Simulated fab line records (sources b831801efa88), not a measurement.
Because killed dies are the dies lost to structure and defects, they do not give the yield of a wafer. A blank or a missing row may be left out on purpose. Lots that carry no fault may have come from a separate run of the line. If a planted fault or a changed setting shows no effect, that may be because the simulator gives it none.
Problem report, 8D (eight disciplines) form, completed by code | flow sky130 | the parts of the form that need people (team, actions taken, sign-off) are left out

== 1. WHAT WENT WRONG ==
strip_time_to_endpoint_s at SKY_METAL2_STRIP_20 reads a mean of 2.418 s on 4 wafers of 3 lots; wafers without a fault read 2.691 s with a standard deviation of 0.027. Measured from the usual mean, that is -10 standard deviations.
The step: strips in O2/N2.
The first sign was on wafer L313.5 at day 37 12:04, on plasma_asher-04. Wafers with a number at this step in the record: 30, from 10 lots. By rule, "out" or "out of limits" means more than 4 standard deviations away from the usual mean. The rest of the wafers with a number are treated as sound.

== 2. WHAT IT IS AND WHAT IT IS NOT ==
question                    | is                             | is not
which readings at this step | strip_time_to_endpoint_s       | drypump_motor_current_A
which lots                  | L313, L314, L317               | L305, L308, L321, L324, L325, L326, L328
which wafers of those lots  | L313.5, L314.5, L317.5, L317.6 | L313.1, L313.3, L314.1, L314.3, L317.1
read on which tools         | plasma_asher-04                | plasma_asher-01, plasma_asher-02
when                        | from day 37 12:04              | up to then (8 sound wafers); but 18 sound wafers of L314, L317, L321, L324, L325, L326, L328 came after

== 3. WHAT RULES OUT EACH SUSPECT ==
Counting: if a tool at a process step up to the reading ran every lot that is out, it stays a suspect. Sound lots after the first of them don't rule it out here, since some wafers of a struck lot are sound.
- rie_metal-03 at SKY_METAL2_ETCH_18 (etches BARC in N2/H2, stops on SiO2, time 45.9 s, target depth 60 nm): kept. Ran every lot that is out, first one L313 (day 37 11:55); last sound lot up to then L308 (day 35 21:52).
- plasma_asher-04 at SKY_METAL2_STRIP_20 (strips in O2/N2): kept. Ran every lot that is out, first one L313 (day 37 12:04); last sound lot up to then L305 (day 35 08:21). Its own strip_time_to_endpoint_s readings are out on those wafers.
Left after counting: rie_metal-03 at SKY_METAL2_ETCH_18, plasma_asher-04 at SKY_METAL2_STRIP_20.

== 4. THE CAUSE (what the simulator had put in) ==
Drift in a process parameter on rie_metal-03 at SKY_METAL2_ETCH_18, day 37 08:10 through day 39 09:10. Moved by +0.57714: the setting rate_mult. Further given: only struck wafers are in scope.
Of the 2 suspects that counting leaves, this tool is one.

== 5. THE EFFECT CHAIN, in route order ==
Each row: a reading where the mean over the struck wafers with a number is more than 3 standard deviations away from the usual. Scope: only readings with a usual standard deviation given in the record; hours: median across lots of the time from each lot's start at the first step in this table that gives one to its start at this step; sigmas: change in usual standard deviations.
hours | step                | reading                  | usual   | on struck wafers | change | sigmas
0     | SKY_METAL2_STRIP_20 | strip_time_to_endpoint_s | 2.691 s | 2.418            | -0.273 | -10
Its process steps:
- SKY_METAL2_STRIP_20: strips in O2/N2.

== 6. WHAT WOULD HAVE CAUGHT IT SOONER ==
4 hours passed between the start of the fault at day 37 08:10 and the first reading out of limits in this record, taken at day 37 12:04.
An alarm limit of 4 standard deviations would not have fired on the tool readings at SKY_METAL2_ETCH_18 for which the record gives a usual standard deviation, since none of them was out on any struck wafer.
Among the 3 lots that are out, L314, L317 began SKY_METAL2_ETCH_18 on rie_metal-03 after day 37 12:04. A hold on the tool at that time would have spared those 2.
